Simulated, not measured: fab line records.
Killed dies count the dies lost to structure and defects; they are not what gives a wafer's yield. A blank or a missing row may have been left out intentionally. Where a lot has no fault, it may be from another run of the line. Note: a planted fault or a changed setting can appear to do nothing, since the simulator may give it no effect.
Problem report in the 8D (eight disciplines) form, filled by code    flow gf180mcu    the parts of the form that need people (team, actions taken, sign-off) are left out

## 1. PROBLEM STATEMENT
At GF_DNWELL_STRIP_08, stripTimeToEndpointS averages 38.09 s over 6 wafers from 2 lots, while fault-free wafers read 36.97 s, standard deviation 0.1. Relative to the usual mean, that is a shift of +11 standard deviations.
The step: strips in O2/N2.
First seen on wafer L277.3, day 4 19:07, on plasmaAsher-04. Wafers with a number at this step in the record: 36, from 12 lots. Rule for "out" (also "out of limits"): further than 4 standard deviations from the usual mean. Any other wafer with a number is counted as sound.

## 2. WHAT IT IS; WHAT IT IS NOT
question                     is                      is not
which readings at this step  stripTimeToEndpointS    drypumpMotorCurrentA, heaterPowerW, oesProductAu
which lots                   L277, L279              L268, L269, L270, L274, L282, L284, L285, L287, L289, L291
which wafers of those lots   all that have a number  -
read on which tools          plasmaAsher-04          plasmaAsher-02, plasmaAsher-03
when                         from day 4 19:07        up to then (12 sound wafers); but 18 sound wafers of L282, L284, L285, L287, L289, L291 came after

## 3. WHAT RULES OUT EACH SUSPECT
Counting: any tool at a process step up to the reading is kept as a suspect provided that every lot that is out went through it and no sound lot did after the first of them.
- rieDiel-01 at GF_STI_ETCH_13 (etches the open film in CHF3/O2, stops on Si, target depth 282.31 nm, time 112.9 s): ruled out as a lasting fault. The sound lots L287, L291 went through it after L277, its earliest lot that is out (day 3 22:50).
- lithoTrack-04 at GF_DNWELL_COAT_02 (resist thk 3000 nm): ruled out as a lasting fault. The sound lots L291 went through it after L277, its earliest lot that is out (day 4 12:19).
- plasmaAsher-04 at GF_DNWELL_STRIP_08 (strips in O2/N2): ruled out as a lasting fault. The sound lots L284 went through it after L277, its earliest lot that is out (day 4 19:07).
Left after counting: nothing in the record.

## 4. THE CAUSE (what the simulator had put in)
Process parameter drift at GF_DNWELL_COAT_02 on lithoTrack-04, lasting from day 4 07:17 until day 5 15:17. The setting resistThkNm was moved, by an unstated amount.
Counting ruled it out, wrongly: the rule takes a fault to strike every lot that its tool runs from its start on, and this one did not.

## 5. THE CHAIN OF EFFECTS, in route order
Each row: a reading whose mean over the struck wafers that have a number lies more than 3 standard deviations from the usual. Scope: only readings with a usual standard deviation given in the record; hours: median across lots of the time from each lot's start at the first step in this table that gives one to its start at this step; sigmas: change in usual standard deviations.
hours  step                reading               usual    on struck wafers  change  sigmas
0      GF_DNWELL_STRIP_08  stripTimeToEndpointS  36.97 s  38.09             +1.12   +11
Process steps it contains:
- GF_DNWELL_STRIP_08: strips in O2/N2.

## 6. HOW IT WOULD HAVE BEEN CAUGHT EARLIER
In this record no reading fell out of limits until day 4 19:07, 12 hours after the fault had begun at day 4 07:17.
Tool readings at GF_DNWELL_COAT_02 with a usual standard deviation given in the record: none out on any struck wafer, hence no alarm at a limit of 4 standard deviations on them.
